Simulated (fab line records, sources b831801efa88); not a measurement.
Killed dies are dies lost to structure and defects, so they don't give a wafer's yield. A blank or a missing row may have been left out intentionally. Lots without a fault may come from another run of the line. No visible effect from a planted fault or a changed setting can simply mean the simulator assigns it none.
The same fault as seen by 2 desks || flow sky130 || what lay behind the numbers comes last; until then each desk has only its own

## FROM THE METROLOGY DESK
Lot by lot, what the gauges showed, no matter which tool ran the lot: averages of those sampled wafers that carry a number. The brackets show how far a lot's mean lies from the usual mean; more than 4 standard deviations puts the lot out of limits, marked OUT.
Columns: A = cd nm at SKY_SONOS_ONO_CD_MEAS_13, usual 410.7 nm; B = GATE_OXIDE_OXIDATION_00_THK at SKY_GATE_OXIDE_THK_MEAS_02, usual 10.32 nm; C = POLY_GATE_CVD_03_THK at SKY_POLY_GATE_THK_MEAS_04, usual 75.0 nm; D = LDD_N_TW at SKY_LDD_N_TW_MEAS_17, usual 2559
{"lot": "L653", "first seen here": "day 13 03:52", "A": 413.7, "B": 10.24, "C": 74.9, "D": 2532}
{"lot": "L658", "first seen here": "day 15 03:46", "A": 410.6, "B": 10.57, "C": 74.4, "D": 2550}
{"lot": "L662", "first seen here": "day 16 19:59", "A": 407.0, "B": 10.10, "C": 76.0, "D": "2652 (+5.5) OUT"}
{"lot": "L663", "first seen here": "day 17 07:18", "A": 412.3, "B": 10.53, "C": 75.8, "D": "2658 (+5.8) OUT"}
{"lot": "L666", "first seen here": "day 17 20:31", "A": 407.9, "B": 10.40, "C": 75.6, "D": 2572}
{"lot": "L667", "first seen here": "day 18 03:43", "A": 408.2, "B": 10.29, "C": 76.4, "D": 2541}
{"lot": "L668", "first seen here": "day 18 21:13", "A": 411.9, "B": 10.48, "C": 75.5, "D": 2576}
{"lot": "L669", "first seen here": "day 19 03:53", "A": 412.9, "B": 10.16, "C": 75.7, "D": 2537}
{"lot": "L671", "first seen here": "day 19 16:44", "A": 413.3, "B": 10.11, "C": 75.3, "D": 2537}
{"lot": "L672", "first seen here": "day 20 00:42", "A": 410.5, "B": 10.39, "C": 74.4, "D": 2539}
{"lot": "L674", "first seen here": "day 20 19:02", "A": 410.4, "B": 10.33, "C": 75.2, "D": 2581}
This desk's result: L662, L663 out of limits, first on L662 (LDD_N_TW at SKY_LDD_N_TW_MEAS_17), day 22 10:28. In limits: L653, L658, L666, L667, L668, L669, L671, L672, L674.

## FOR THE TOOL OWNER'S DESK: implanter-04
SKY_LDD_N_IMPLANT_08, tool's own readings: per-lot mean of the sampled wafers with a number, covering each lot this tool ran. The brackets show how far a lot's mean lies from the usual mean; more than 4 standard deviations puts the lot out of limits, marked OUT.
Columns: A = beam on s at SKY_LDD_N_IMPLANT_08, usual 10.00 s; B = dose ions cm2 at SKY_LDD_N_IMPLANT_08, usual 7.501e+13; C = faraday current uA at SKY_LDD_N_IMPLANT_08, usual 423
{"lot": "L662", "first seen here": "day 22 09:10", "A": "17.51 (+40) OUT", "B": "1.469e+14 (+99 or more) OUT", "C": "473 (+6.4) OUT"}
{"lot": "L663", "first seen here": "day 22 21:56", "A": "17.05 (+37) OUT", "B": "1.470e+14 (+99 or more) OUT", "C": "485 (+7.9) OUT"}
{"lot": "L672", "first seen here": "day 25 10:02", "A": 10.01, "B": 7.495e+13, "C": 423}
This desk's verdict: out of limits on L662, L663, starting with L662 at day 22 09:10 (beam on s at SKY_LDD_N_IMPLANT_08). In limits: L672.

## PUT TOGETHER
On L662, L663, at day 22 09:10, an alarm was possible from the tool owner's desk.
On L662, L663, the metrology desk was in a position to raise an alarm at day 22 10:28.
Of the lots named, all ran SKY_LDD_N_IMPLANT_08 on implanter-04.

## WHAT HAD BEEN PUT IN BY THE SIMULATOR
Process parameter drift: implanter-04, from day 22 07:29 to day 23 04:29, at SKY_LDD_N_IMPLANT_08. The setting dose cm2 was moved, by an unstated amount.
Shown lots that were struck: L662, L663.
Counting hours from when the fault started, the first reading out of limits came at 2 for the tool owner's desk and at 3 for the metrology desk.
